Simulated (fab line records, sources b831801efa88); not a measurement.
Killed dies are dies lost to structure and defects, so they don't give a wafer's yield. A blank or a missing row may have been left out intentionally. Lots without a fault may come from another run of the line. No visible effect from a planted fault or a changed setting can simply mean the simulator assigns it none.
Code-filled problem report in 8D (eight disciplines) form / flow gf180mcu / the parts of the form that need people (team, actions taken, sign-off) are left out

## 1. WHAT WENT WRONG
M2_ALCU_RS at GF_M2_RS_MEAS_05 reads a mean of 0.0818 ohm/sq on 2 wafers of 2 lots; wafers without a fault read 0.0692 ohm/sq with a standard deviation of 0.00069. Relative to the usual mean, that is a shift of +18 standard deviations.
The step: measures by four-point-probe.
The first sign was on wafer L453.6 at day 21 08:49, on film_metro-01. The record holds 29 wafers of 10 lots with a number at this step. Rule for "out" (also "out of limits"): further than 4 standard deviations from the usual mean. Any other wafer with a number is counted as sound.

## 2. WHAT IT IS; WHAT IT IS NOT
question=which readings at this step | is=M2_ALCU_RS | is not=-
question=which lots | is=L453, L457 | is not=L446, L447, L451, L459, L463, L465, L466, L467
question=which wafers of those lots | is=L453.6, L457.6 | is not=L453.3, L457.3, L457.4
question=read on which gauges | is=film_metro-01, film_metro-04 | is not=film_metro-02
question=when | is=from day 21 08:49 | is not=up to then (10 sound wafers); but 17 sound wafers of L457, L459, L463, L465, L466, L467 came after

## 3. WHAT RULES OUT EACH SUSPECT
Counting: if a tool at a process step up to the reading ran every lot that is out, it stays a suspect. Sound lots after the first of them don't rule it out here, since some wafers of a struck lot are sound.
- ruled out: the gauge at GF_M2_RS_MEAS_05. The wafers that are out were read on 2 gauges (film_metro-01, film_metro-04).
- pvd_sputter-03 at GF_V1_SPUTTER_22 (material TiN, target thk 10 nm, time 40 s): kept. It processed each lot that is out (first: L453, day 21 07:55); up to then, its last sound lot is L451 (day 20 19:40).
- pvd_sputter-04 at GF_M2_SPUTTER_00 (material Ti, target thk 37.5 nm, time 150 s): kept. It processed each lot that is out (first: L453, day 21 08:33); up to then, its last sound lot is L451 (day 20 20:17).
- pvd_sputter-04 at GF_M2_SPUTTER_02 (material AlCu, target thk 450 nm, time 23.9 s): kept. It processed each lot that is out (first: L453, day 21 08:41); up to then, its last sound lot is L451 (day 20 20:25).
After the count, these remain: pvd_sputter-03 at GF_V1_SPUTTER_22, pvd_sputter-04 at GF_M2_SPUTTER_00 and pvd_sputter-04 at GF_M2_SPUTTER_02.

## 4. THE CAUSE (what the simulator had put in)
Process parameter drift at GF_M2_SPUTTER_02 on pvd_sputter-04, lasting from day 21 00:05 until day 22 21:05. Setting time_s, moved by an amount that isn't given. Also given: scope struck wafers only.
Counting leaves 3 suspects; this tool is one of them.

## 5. THE CHAIN OF EFFECTS, in route order
Rows list readings where the struck wafers' mean (over those with a number) sits beyond 3 standard deviations from the usual. Scope: only readings with a usual standard deviation given in the record; hours: median across lots of the time from each lot's start at the first step in this table that gives one to its start at this step; sigmas: change in usual standard deviations.
hours=0; step=GF_M2_RS_MEAS_05; reading=M2_ALCU_RS; usual=0.0692 ohm/sq; on struck wafers=0.0818; change=+0.0126; sigmas=+18
hours=0; step=GF_M2_THK_MEAS_06; reading=M2_ALCU_THK; usual=444 nm; on struck wafers=379; change=-65; sigmas=-13
hours=24; step=GF_M2_METAL_ETCH_16; reading=oes_product_au; usual=0.973 a.u.; on struck wafers=0.903; change=-0.070; sigmas=-11
hours=24; step=GF_M2_METAL_ETCH_16; reading=throttle_valve_pct; usual=28.248 %; on struck wafers=28.320; change=+0.072; sigmas=+7.5
Process steps it contains:
- GF_M2_METAL_ETCH_16: etches the open film in Cl2/BCl3, stops on SiO2, target depth 627.5 nm, time 104.6 s.

## 6. WHAT WOULD HAVE CAUGHT IT SOONER
The first out-of-limits reading at a measuring or inspecting step in this record came at day 21 08:49, 9 hours after the fault's start at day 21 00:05.
No tool reading at GF_M2_SPUTTER_02 that has a usual standard deviation in the record was out on any struck wafer, so an alarm limit of 4 standard deviations on those readings would not have fired.
Lots out: 2; of these, L457 started GF_M2_SPUTTER_02 on pvd_sputter-04 after day 21 08:49. Holding the tool at that time would have saved it.
